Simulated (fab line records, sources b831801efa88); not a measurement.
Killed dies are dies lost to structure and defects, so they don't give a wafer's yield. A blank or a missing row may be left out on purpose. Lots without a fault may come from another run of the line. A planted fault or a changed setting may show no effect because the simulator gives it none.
A struck lot beside a sound one | flow sky130 | 35 steps out of a route of 708
Sound: wafers L683.1, L683.2, L683.3. Struck: wafer L695.4. (L695.5 of the same lot was not struck and is left out.) The cause comes at the end.
At each step with rows: each side's tool, then ch and its chambers, then its first start. Under that, the readings that differ: sound wafers | struck wafers | difference of the means | sigmas: that difference in standard deviations of wafers without a fault.
alike: readings whose means differ by less than 2 such deviations, and words and numbers that are the same on both sides. not compared: withheld readings, readings that some wafer has no value for, bounds like >300 that may hide the same value, and numbers for which the record gives no deviation and whose values overlap.
The two part at a step that has a row with sigmas, a row that says differs or no value, or rows on one side only. Numbers that don't overlap but have no deviation are shown without sigmas and don't part them. A reading that every wafer of one side lacks parts them only if that side has two wafers or more.

first, 4 steps without rows for these wafers: SKY_METAL5_SOFTBAKE_10 (time 60 s); SKY_METAL5_EXPOSE_11 (exposes mask MM5, target cd 1600 nm); SKY_METAL5_PEB_12; SKY_METAL5_DEVELOP_13 (develop time 60 s).
SKY_METAL5_DESCUM_14: chemistry O2, time 11 s.
  sound on rie_metal-01 ch 0,1, day 44 23:26; struck on rie_metal-02 ch 0, day 48 01:12
  alike: drypump_motor_current_A, oes_product_au
  not compared: rf_hours_counter_h
SKY_METAL5_METAL_ETCH_15: etches the open film in Cl2/BCl3, stops on SiO2, target depth 1260 nm, time 252 s.
  sound on rie_metal-01 ch 0,1, day 44 23:28; struck on rie_metal-02 ch 0, day 48 01:18
  alike: bcl3_flow_sccm, drypump_motor_current_A, oes_product_au, throttle_valve_pct
  not compared: rf_hours_counter_h
SKY_METAL5_STRIP_16: strips in O2/N2.
  sound on plasma_asher-02 ch 0,1, day 44 23:42; struck on plasma_asher-04 ch 0, day 48 01:29
  reading                      | sound             | struck | difference | sigmas
  strip_time_to_endpoint_s (s) | 12.94 12.94 13.01 | 13.24  | +0.28      | +3
  alike: drypump_motor_current_A, oes_product_au
  not compared: rf_hours_counter_h
then, 4 steps without rows for these wafers: SKY_METAL5_STRIP_17 (strips in post etch residue remover, time 1200 s); SKY_METAL5_CLEAN_18 (cleans in IPA, time 180 s); SKY_METAL5_CLEAN_19 (cleans in O3/DIW); SKY_PASSIVATION_CVD_00 (deposits SiO2, target thk 90 nm).
SKY_PASSIVATION_THK_MEAS_01:
  sound on film_metro-04, day 45 00:19; struck on film_metro-04, day 48 02:06
  alike: PASSIVATION_CVD_00_THK
SKY_PASSIVATION_CVD_02: deposits Si3N4, target thk 540 nm.
  sound on pecvd-03 ch 0,1,2, day 45 00:22; struck on pecvd-03 ch 1, day 48 02:14
  reading                                       | sound             | struck | difference | sigmas
  model.Si3N4_of_PASSIVATION_CVD_02.thk_nm (nm) | 529.1 527.4 532.3 | 560.7  | +31.1      |
  alike: heater_power_w
SKY_PASSIVATION_THK_MEAS_03:
  sound on film_metro-02, day 45 00:36; struck on film_metro-02, day 48 02:23
  reading                     | sound       | struck | difference | sigmas
  PASSIVATION_CVD_02_THK (nm) | 529 528 532 | 561    | +31        | +5
then, 8 steps without rows for these wafers: SKY_PASSIVATION_DEHYDRATE_04 (time 60 s); SKY_PASSIVATION_HMDS_05 (prime time 60 s); SKY_PASSIVATION_COAT_06 (resist thk 3000 nm); SKY_PASSIVATION_SOFTBAKE_07; SKY_PASSIVATION_EXPOSE_08 (exposes mask NSM, target cd 3000 nm); SKY_PASSIVATION_PEB_09; SKY_PASSIVATION_DEVELOP_10 (develop time 60 s); SKY_PASSIVATION_ETCH_11 (etches the open film in CF4/O2, stops on AlCu, target depth 725 nm, time 161.1 s).
SKY_PASSIVATION_STRIP_12: strips in O2/N2.
  sound on plasma_asher-03 ch 0,1, day 45 21:44; struck on plasma_asher-04 ch 0, day 48 19:56
  alike: drypump_motor_current_A, oes_product_au, strip_time_to_endpoint_s
  not compared: rf_hours_counter_h
then, 7 steps without rows for these wafers: SKY_PAD_OPEN_DEHYDRATE_00 (time 60 s); SKY_PAD_OPEN_HMDS_01 (prime time 60 s); SKY_PAD_OPEN_COAT_02 (resist thk 3000 nm); SKY_PAD_OPEN_SOFTBAKE_03; SKY_PAD_OPEN_EXPOSE_04 (exposes mask PDM, target cd 60000 nm); SKY_PAD_OPEN_PEB_05; SKY_PAD_OPEN_DEVELOP_06 (develop time 60 s).
SKY_PAD_OPEN_ETCH_07: etches the open film in CF4/O2, stops on AlCu, target depth 725 nm, time 161.1 s.
  sound on rie_diel-03 ch 0,1,3, day 46 17:28; struck on rie_diel-04 ch 2, day 49 13:47
  reading               | sound             | struck | difference | sigmas
  oes_product_au (a.u.) | 0.963 0.968 0.973 | 0.983  | +0.015     | +2
  alike: O2_flow_sccm, drypump_motor_current_A, throttle_valve_pct
  not compared: rf_hours_counter_h
then, 1 step without rows for these wafers: SKY_PAD_OPEN_STRIP_08 (strips in O2/N2).
SKY_PAD_OPEN_STRIP_09: strips in post etch residue remover, time 1200 s.
  sound on wet_bench-02 ch 1, day 46 17:40; struck on wet_bench-04 ch 2, day 49 13:56
  reading                                       | sound             | struck | difference | sigmas
  model.Si3N4_of_PASSIVATION_CVD_02.thk_nm (nm) | 528.8 527.1 531.9 | 560.3  | +31.0      |
then, 2 steps without rows for these wafers: SKY_PAD_OPEN_CLEAN_10 (cleans in IPA, time 180 s); SKY_PAD_OPEN_PROBE_99.

WHERE THEY PART
First at SKY_METAL5_STRIP_16; last, within this record, at SKY_PAD_OPEN_ETCH_07.

WHY: what the simulator had put in
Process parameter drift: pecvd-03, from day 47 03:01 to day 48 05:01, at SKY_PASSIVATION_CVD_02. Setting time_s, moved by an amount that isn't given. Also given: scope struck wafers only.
